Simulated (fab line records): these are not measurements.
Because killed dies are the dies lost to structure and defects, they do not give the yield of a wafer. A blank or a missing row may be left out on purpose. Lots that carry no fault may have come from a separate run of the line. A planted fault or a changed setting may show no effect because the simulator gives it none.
What tool caused it? :: flow gf180mcu :: 13 lots, 39 wafers sampled, at 1 step of a route of 602

== WHAT THE GAUGES READ, wafer by wafer ==
GF_V2_THK_MEAS_03. Usual: V2_CVD_02_THK typically reads 850 nm, with standard deviation 12.
lot: L759
measured: day 18 19:28
on: filmMetro-03
V2_CVD_02_THK (nm): 831 846 843
flag: 

lot: L760
measured: day 19 00:41
on: filmMetro-01
V2_CVD_02_THK (nm): 836 859 842
flag: 

lot: L761
measured: day 19 11:44
on: filmMetro-03
V2_CVD_02_THK (nm): 839 853 852
flag: 

lot: L762
measured: day 20 03:31
on: filmMetro-03
V2_CVD_02_THK (nm): 852 875 867
flag: 

lot: L763
measured: day 20 06:41
on: filmMetro-04
V2_CVD_02_THK (nm): 830 869 851
flag: 

lot: L764
measured: day 20 14:14
on: filmMetro-03
V2_CVD_02_THK (nm): 842 842 873
flag: 

lot: L765
measured: day 21 07:02
on: filmMetro-03
V2_CVD_02_THK (nm): 846 847 861
flag: 

lot: L766
measured: day 21 12:58
on: filmMetro-01
V2_CVD_02_THK (nm): 851 853 846
flag: 

lot: L767
measured: day 22 06:55
on: filmMetro-03
V2_CVD_02_THK (nm): 843 851 846
flag: 

lot: L768
measured: day 22 21:46
on: filmMetro-03
V2_CVD_02_THK (nm): 845 846 855
flag: 

lot: L769
measured: day 23 02:25
on: filmMetro-01
V2_CVD_02_THK (nm): 850 864 847
flag: 

lot: L770
measured: day 23 21:13
on: filmMetro-03
V2_CVD_02_THK (nm): 865 876 864
flag: 

lot: L779
measured: day 26 13:26
on: filmMetro-04
V2_CVD_02_THK (nm): 835 850 860
flag: 

== EACH LOT AND THE TOOL THAT RAN IT (in order: tool; ch and the chambers of the sampled wafers; start) ==
There is no process step in the record ahead of these readings.

== AS READ BY THE TOOLS THEMSELVES (means over the sampled wafers that have a number; for cases with no such wafer, the mark the record gives instead) ==
The record holds no such reading with a usual standard deviation.

== THE ANSWER, worked out from the rows above alone ==
Rule: take the mean of a lot's wafers that have a number; if it is more than 3 standard deviations from the usual mean, the lot is off. Also off: a lot with no number at a reading for which 4 or more lots have one. All remaining lots with rows at the step are treated as sound. First the gauges in route order, then the tools' own readings, where a lot's mean is used as printed above. The first step at which some lot is off is used, and at that step the reading that is off furthest; a lot without a number counts as furthest.
No lot is off on any of the readings shown, so nothing can be concluded from this.

== WHAT THE SIMULATOR HAD INSERTED ==
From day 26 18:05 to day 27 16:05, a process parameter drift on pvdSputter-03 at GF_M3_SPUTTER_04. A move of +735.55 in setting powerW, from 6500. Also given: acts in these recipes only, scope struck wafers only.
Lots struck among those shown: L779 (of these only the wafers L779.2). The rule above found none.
